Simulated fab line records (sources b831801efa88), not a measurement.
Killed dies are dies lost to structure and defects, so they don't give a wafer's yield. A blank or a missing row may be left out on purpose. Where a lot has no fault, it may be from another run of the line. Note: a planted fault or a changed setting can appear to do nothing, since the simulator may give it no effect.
Struck lot and sound lot, side by side + flow sky130 + 43 out of 708 route steps
Sound: wafers L643.1, L643.2, L643.3. The struck wafers were L655.2, L655.3, L655.6. The cause is named last.
For every step that has rows: the tool of each side, followed by ch and its chambers, followed by its first start. Under that, the readings that differ: sound wafers + struck wafers + difference of the means + sigmas: that difference in standard deviations of wafers without a fault.
alike: same words and numbers on both sides, and readings whose means sit less than 2 such deviations apart. not compared: any withheld reading, any reading some wafer has no value for, any bound like >300 that may hide the same value, and any number with overlapping values for which the record gives no deviation.
Wherever a step has rows on one side only, a row that says differs or no value, or a row with sigmas, the two part there. Non-overlapping numbers with no deviation appear without sigmas and do not part them. A reading that every wafer of one side lacks parts them only if that side has two wafers or more.

first, 7 steps without rows for these wafers: SKY_LOCAL_INTERCONNECT_HMDS_04 (prime time 60 s); SKY_LOCAL_INTERCONNECT_COAT_05 (resist thk 60 nm); SKY_LOCAL_INTERCONNECT_COAT_06 (resist thk 450 nm); SKY_LOCAL_INTERCONNECT_SOFTBAKE_07 (time 90 s); SKY_LOCAL_INTERCONNECT_EXPOSE_08 (exposes mask LI1M, target cd 170 nm); SKY_LOCAL_INTERCONNECT_PEB_09; SKY_LOCAL_INTERCONNECT_DEVELOP_10 (develop time 60 s).
SKY_LOCAL_INTERCONNECT_CD_MEAS_11: target cd 170 nm.
  struck on cd-sem-02, day 34 14:20; sound on cd-sem-01, day 29 18:11
  alike: cd-nm
SKY_LOCAL_INTERCONNECT_OVL_MEAS_12:
  struck on overlay-01, day 34 14:26; sound on overlay-02, day 29 18:18
  alike: LOCAL_INTERCONNECT_OVL
SKY_LOCAL_INTERCONNECT_ETCH_13: etches BARC in N2/H2, stops on SiO2, time 45.9 s, target depth 60 nm.
  sound on rie-metal-04 ch 0,1, day 29 18:20; struck on rie-metal-03 ch 0,1, day 34 14:28
  alike: drypump-motor-current-A, he-backside-leak-sccm, oes-product-au, throttle-valve-pct
  not compared: rf-hours-counter-h
then, 2 steps without rows for these wafers: SKY_LOCAL_INTERCONNECT_METAL_ETCH_14 (etches TiN in Cl2/BCl3, stops on PSG, target depth 110 nm, time 31.4 s); SKY_LOCAL_INTERCONNECT_STRIP_15 (strips in O2/N2).
SKY_LOCAL_INTERCONNECT_STRIP_16: strips in post etch residue remover, time 1200 s.
  sound on wet-bench-04 ch 3, day 29 18:33; struck on wet-bench-02 ch 2, day 34 14:41
then, 2 steps without rows for these wafers: SKY_LOCAL_INTERCONNECT_CLEAN_17 (cleans in IPA, time 180 s); SKY_LOCAL_INTERCONNECT_CLEAN_18 (cleans in O3/DIW).
SKY_CONTACT_CVD_00: deposits Si3N4, target thk 75 nm.
  sound on pecvd-02 ch 0,1,2, day 29 19:02; struck on pecvd-03 ch 0,2, day 34 15:10
  alike: heater-power-w
SKY_CONTACT_THK_MEAS_01:
  struck on film-metro-04, day 34 15:13; sound on film-metro-01, day 29 19:05
  alike: CONTACT_CVD_00_THK
then, 1 step without rows for these wafers: SKY_CONTACT_HDPCVD_02 (deposits SiO2, target thk 565 nm, time 94.2 s).
SKY_CONTACT_THK_MEAS_03:
  struck on film-metro-02, day 34 15:20; sound on film-metro-04, day 29 19:13
  alike: CONTACT_HDPCVD_THK
SKY_CONTACT_CMP_04: polishes SiO2.
  sound on cmp-02 ch 0,2,3, day 29 19:16; struck on cmp-02 ch 1,3, day 34 15:26
  alike: motor-current-A, time-to-endpoint-s
SKY_CONTACT_BOW_MEAS_05:
  struck on film-metro-02, day 34 15:43; sound on film-metro-01, day 29 19:34
  alike: CONTACT_BOW
then, 8 steps without rows for these wafers: SKY_CONTACT_DEHYDRATE_06 (time 60 s); SKY_CONTACT_HMDS_07 (prime time 60 s); SKY_CONTACT_COAT_08 (resist thk 60 nm); SKY_CONTACT_COAT_09 (resist thk 450 nm); SKY_CONTACT_SOFTBAKE_10 (time 90 s); SKY_CONTACT_EXPOSE_11 (exposes mask CTM1, target cd 170 nm); SKY_CONTACT_PEB_12; SKY_CONTACT_DEVELOP_13 (develop time 60 s).
SKY_CONTACT_CD_MEAS_14: target cd 170 nm.
  struck on cd-sem-01, day 35 17:42; sound on cd-sem-02, day 30 22:36
  alike: cd-nm
SKY_CONTACT_OVL_MEAS_15:
  struck on overlay-02, day 35 17:49; sound on overlay-02, day 30 22:43
  alike: CONTACT_OVL
then, 2 steps without rows for these wafers: SKY_CONTACT_ETCH_16 (etches BARC in N2/H2, stops on SiO2, time 45.9 s, target depth 60 nm); SKY_CONTACT_ETCH_17 (etches SiO2 in C4F8/O2/Ar, stops on Si3N4, target depth 340 nm).
SKY_CONTACT_ETCH_18: etches Si3N4 in CHF3/O2, stops on TiN, time 39 s, target depth 75 nm.
  sound on rie-diel-04 ch 1,2,3; struck on rie-diel-01 ch 0,3
  alike: O2_flow_sccm, drypump-motor-current-A, oes-product-au, throttle-valve-pct
  not compared: rf-hours-counter-h
then, 5 steps without rows for these wafers: SKY_CONTACT_STRIP_19 (strips in O2/N2); SKY_CONTACT_STRIP_20 (strips in post etch residue remover, time 1200 s); SKY_CONTACT_CLEAN_21 (cleans in IPA, time 180 s); SKY_CONTACT_CLEAN_22 (cleans in O3/DIW); SKY_CONTACT_SPUTTER_23 (material TiN, target thk 20 nm, time 80 s).
SKY_CONTACT_CVD_24: deposits W, target thk 340 nm, time 102.12 s.
  sound on cvd-w-02 ch 0,1, day 30 23:32; struck on cvd-w-01 ch 0, day 35 18:38
  alike: heater-power-w
SKY_CONTACT_RS_MEAS_25: a four-point-probe measurement.
  struck on film-metro-04, day 35 18:46; sound on film-metro-02, day 30 23:39
| reading               | sound             | struck            | difference | sigmas |
|-----------------------|-------------------|-------------------|------------|--------|
| CONTACT_W_RS (ohm/sq) | 0.333 0.331 0.329 | 0.342 0.347 0.344 | +0.013     | +4     |
SKY_CONTACT_THK_MEAS_26: measures by xrf.
  struck on film-metro-04, day 35 18:52; sound on film-metro-02, day 30 23:46
  alike: CONTACT_W_THK
-- the record jumps here: 13 days lie between the struck wafers' starts before and after (it left off in module CONTACT and takes up again in module PAD_OPEN, whose first step shown is number 708 of the route) --
SKY_PAD_OPEN_PROBE_99:
  struck on prober-01, day 48 11:49; sound on prober-01, day 44 21:50
| reading            | sound    | struck   | difference | sigmas |
|--------------------|----------|----------|------------|--------|
| killed-at-contacts | 26 19 30 | 54 51 44 | +25        | +5     |
| killed-on-rim      | 18 21 15 | 25 25 33 | +10        | +2     |
  alike: killed_at_M0_to_M3, killed_at_M4_up, killed-at-front-end, killed-at-other, killed-dies, killed-open, killed-short

WHERE THEY PART
At SKY_CONTACT_RS_MEAS_25 first; at SKY_PAD_OPEN_PROBE_99 last (within this record only).

WHY: whatever the simulator had introduced
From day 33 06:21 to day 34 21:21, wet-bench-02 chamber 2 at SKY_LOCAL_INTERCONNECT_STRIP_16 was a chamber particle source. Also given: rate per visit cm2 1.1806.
